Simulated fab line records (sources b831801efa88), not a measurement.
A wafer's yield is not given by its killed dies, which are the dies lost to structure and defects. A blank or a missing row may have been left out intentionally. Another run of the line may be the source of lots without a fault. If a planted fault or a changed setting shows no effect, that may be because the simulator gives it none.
Which tool is to blame? || flow sky130 || Sampling: 6 lots, 17 wafers, 3 of 708 route steps

WHAT THE GAUGES READ, wafer by wafer
SKY_CAPM_RS_MEAS_03: uses a four-point probe to measure.
{"lot": "L166", "measured": "day 36 17:28", "on": "filmMetro-01", "CAPM_TIN_RS (ohm/sq)": "6.75 6.86 6.99"}
{"lot": "L167", "measured": "day 38 17:54", "on": "filmMetro-04", "CAPM_TIN_RS (ohm/sq)": "6.96 6.97 6.95"}
{"lot": "L170", "measured": "day 38 19:55", "on": "filmMetro-01", "CAPM_TIN_RS (ohm/sq)": "6.76 6.82 6.87"}
{"lot": "L174", "measured": "day 40 08:44", "on": "filmMetro-01", "CAPM_TIN_RS (ohm/sq)": "6.99 7.01 6.85"}
{"lot": "L178", "measured": "day 40 19:44", "on": "filmMetro-04", "CAPM_TIN_RS (ohm/sq)": "6.89 6.93"}
{"lot": "L184", "measured": "day 42 02:34", "on": "filmMetro-02", "CAPM_TIN_RS (ohm/sq)": "6.67 6.84 6.84"}

EACH LOT AND THE TOOL THAT RAN IT (in order: tool; ch and the chambers of the sampled wafers; start)
{"lot": "L166", "SKY_METAL3_SPUTTER_03": "pvdSputter-01, day 36 17:10", "SKY_CAPM_CVD_00": "pecvd-04 ch 0,1,2, day 36 17:14"}
{"lot": "L167", "SKY_METAL3_SPUTTER_03": "pvdSputter-02, day 38 17:37", "SKY_CAPM_CVD_00": "pecvd-02 ch 1,2, day 38 17:41"}
{"lot": "L170", "SKY_METAL3_SPUTTER_03": "pvdSputter-02, day 38 19:38", "SKY_CAPM_CVD_00": "pecvd-02 ch 0,1,2, day 38 19:43"}
{"lot": "L174", "SKY_METAL3_SPUTTER_03": "pvdSputter-02, day 40 08:25", "SKY_CAPM_CVD_00": "pecvd-04 ch 0,1,2, day 40 08:30"}
{"lot": "L178", "SKY_METAL3_SPUTTER_03": "pvdSputter-01, day 40 19:26", "SKY_CAPM_CVD_00": "pecvd-04 ch 0,1, day 40 19:31"}
{"lot": "L184", "SKY_METAL3_SPUTTER_03": "pvdSputter-01, day 42 02:16", "SKY_CAPM_CVD_00": "pecvd-04 ch 1,2, day 42 02:20"}
- SKY_METAL3_SPUTTER_03: material Ti, target thk 5 nm, time 3.3 s.
- SKY_CAPM_CVD_00: deposits SiO2, target thk 15.5 nm.

THE ANSWER, worked out from the rows above alone
Rule: the lots themselves supply what counts as usual. Put in order of their means at a reading, lots are off if they are a third of the lots or fewer, leave a main group of 4 or more, and stand apart from it by a gap of 3 or more times the standard deviation of the main group's means; of several such gaps the widest counts. The tables above print the reading to a certain number of digits; a main group whose means all agree to those digits is not used. A lot without any number at a reading at which 4 lots or more have one is off too. Any other lot the step has rows for is counted as sound.
No lot is off on any of the readings shown, so nothing can be concluded from this.

WHAT THE SIMULATOR HAD INSERTED
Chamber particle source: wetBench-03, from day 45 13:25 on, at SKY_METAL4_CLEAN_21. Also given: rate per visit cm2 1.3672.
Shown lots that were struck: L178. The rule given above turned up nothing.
